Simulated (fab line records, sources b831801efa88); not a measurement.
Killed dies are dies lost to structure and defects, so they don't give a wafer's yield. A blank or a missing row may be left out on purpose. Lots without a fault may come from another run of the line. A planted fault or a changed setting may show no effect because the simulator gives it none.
Which tool did it? | flow gf180mcu | 6 lots, 17 wafers sampled, at 4 steps of a route of 602

WHAT THE GAUGES READ, wafer by wafer
GF_MVSD_OVL_MEAS_07.
lot  | measured     | on         | MVSD_OVL (nm)
L935 | day 4 23:49  | overlay-01 | 0.9 0.7 2.1
L937 | day 5 11:01  | overlay-02 | 2.8 2.8 1.4
L940 | day 6 02:50  | overlay-02 | -2.5 0.6
L951 | day 9 04:35  | overlay-01 | 1.6 1.4 1.2
L953 | day 9 16:53  | overlay-01 | 0.6 -0.9 -1.5
L956 | day 10 02:08 | overlay-02 | 1.8 0.1 0.1

WHICH TOOL RAN EACH LOT (tool, then ch and the chambers of the sampled wafers, then the start)
lot  | GF_STI_ETCH_13                    | GF_STI_STRIP_15                     | GF_LVPWELL_STRIP_10
L935 | rie_diel-04 ch 0,2,3, day 2 13:02 | plasma_asher-03 ch 0,1, day 2 13:12 | plasma_asher-04 ch 0,1, day 4 09:58
L937 | rie_diel-04 ch 0,2,3, day 2 21:58 | plasma_asher-03 ch 0,1, day 2 22:07 | plasma_asher-04 ch 0,1, day 4 21:07
L940 | rie_diel-04 ch 0,1, day 3 13:46   | plasma_asher-03 ch 0, day 3 13:55   | plasma_asher-04 ch 1, day 5 13:01
L951 | rie_diel-01 ch 1,2,3, day 5 23:52 | plasma_asher-01 ch 0,1, day 6 00:01 | plasma_asher-04 ch 0,1, day 8 11:46
L953 | rie_diel-01 ch 2,3, day 6 12:08   | plasma_asher-01 ch 0,1, day 6 12:18 | plasma_asher-04 ch 0,1, day 8 23:39
L956 | rie_diel-04 ch 0,3, day 7 03:47   | plasma_asher-01 ch 0,1, day 7 03:56 | plasma_asher-01 ch 0,1, day 9 08:37
- GF_STI_ETCH_13: etches the open film in CHF3/O2, stops on Si, target depth 282.31 nm, time 112.9 s.
- GF_STI_STRIP_15: strips in O2/N2.
- GF_LVPWELL_STRIP_10: strips in O2/N2.

THE ANSWER, worked out from the rows above alone
Rule: what is usual is taken from the lots themselves. Put in order of their means at a reading, lots are off if they are a third of the lots or fewer, leave a main group of 4 or more, and stand apart from it by a gap of 3 or more times the standard deviation of the main group's means; of several such gaps the widest counts. A main group whose means are all the same, to the digits that the tables above print for the reading, isn't used. A lot without any number at a reading at which 4 lots or more have one is off too. The other lots that the step has rows for count as sound.
No lot is off at any reading shown: from this, nothing can be told.

WHAT THE SIMULATOR HAD PUT IN
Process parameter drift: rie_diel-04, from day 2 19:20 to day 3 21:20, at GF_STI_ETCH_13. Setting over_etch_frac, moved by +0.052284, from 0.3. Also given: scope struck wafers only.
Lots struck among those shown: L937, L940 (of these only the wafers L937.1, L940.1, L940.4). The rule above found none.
